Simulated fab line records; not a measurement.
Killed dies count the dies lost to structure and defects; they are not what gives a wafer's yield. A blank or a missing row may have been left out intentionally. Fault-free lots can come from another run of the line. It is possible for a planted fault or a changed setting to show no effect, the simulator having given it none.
Chamber matching || flow sky130 || SKY_CONTACT_ETCH_18 on rie diel-01 has 4 sister chambers
The step etches Si3N4 in CHF3/O2, stops on TiN, time 39 s, target depth 75 nm. 4 wafers are shown with their chamber, then 8 later ones without.

WAFERS PAIRED WITH THEIR CHAMBERS
{"wafer": "L640.1", "chamber": 0, "rf fwd power W (W)": 590.8}
{"wafer": "L645.2", "chamber": 1, "rf fwd power W (W)": 593.1}
{"wafer": "L645.5", "chamber": 3, "rf fwd power W (W)": 591.0}
{"wafer": "L651.2", "chamber": 2, "rf fwd power W (W)": 592.8}

WAFERS WITHOUT THEIR CHAMBER
{"wafer": "L651.4", "rf fwd power W (W)": 596.5}
{"wafer": "L651.6", "rf fwd power W (W)": 589.7}
{"wafer": "L654.1", "rf fwd power W (W)": 591.5}
{"wafer": "L654.3", "rf fwd power W (W)": 591.4}
{"wafer": "L654.5", "rf fwd power W (W)": 595.0}
{"wafer": "L655.1", "rf fwd power W (W)": 596.0}
{"wafer": "L655.2", "rf fwd power W (W)": 592.4}
{"wafer": "L655.6", "rf fwd power W (W)": 593.7}

EACH ONE'S CHAMBER
{"wafer": "L651.4", "from the rows above": "can't be placed: 1 or 2 or 3 or 0", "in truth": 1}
{"wafer": "L651.6", "from the rows above": "can't be placed: 0 or 3 or 2 or 1", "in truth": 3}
{"wafer": "L654.1", "from the rows above": "can't be placed: 3 or 0 or 2 or 1", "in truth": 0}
{"wafer": "L654.3", "from the rows above": "can't be placed: 3 or 0 or 2 or 1", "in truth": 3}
{"wafer": "L654.5", "from the rows above": "can't be placed: 1 or 2 or 3 or 0", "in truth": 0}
{"wafer": "L655.1", "from the rows above": "can't be placed: 1 or 2 or 3 or 0", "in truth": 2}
{"wafer": "L655.2", "from the rows above": "can't be placed: 2 or 1 or 3 or 0", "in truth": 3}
{"wafer": "L655.6", "from the rows above": "can't be placed: 1 or 2 or 3 or 0", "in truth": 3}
Correct placement for 0 of the 8. Unplaceable from these rows: 8, with the true chamber sitting among the candidates in 8. 0 placed wrongly.
How it was worked out, from the rows above alone: a wafer's distance from a chamber is the root of the sum, over the readings, of the square of ((its reading less the chamber's mean) divided by the reading's scatter). If the next closest chamber is less than 2 further off than the closest, the wafer can't be placed; otherwise it belongs to the closest. A chamber's mean is the mean of its shown wafers. The scatter: root of mean squared gap, hidden wafer to nearest shown wafer, with one shown wafer a chamber.
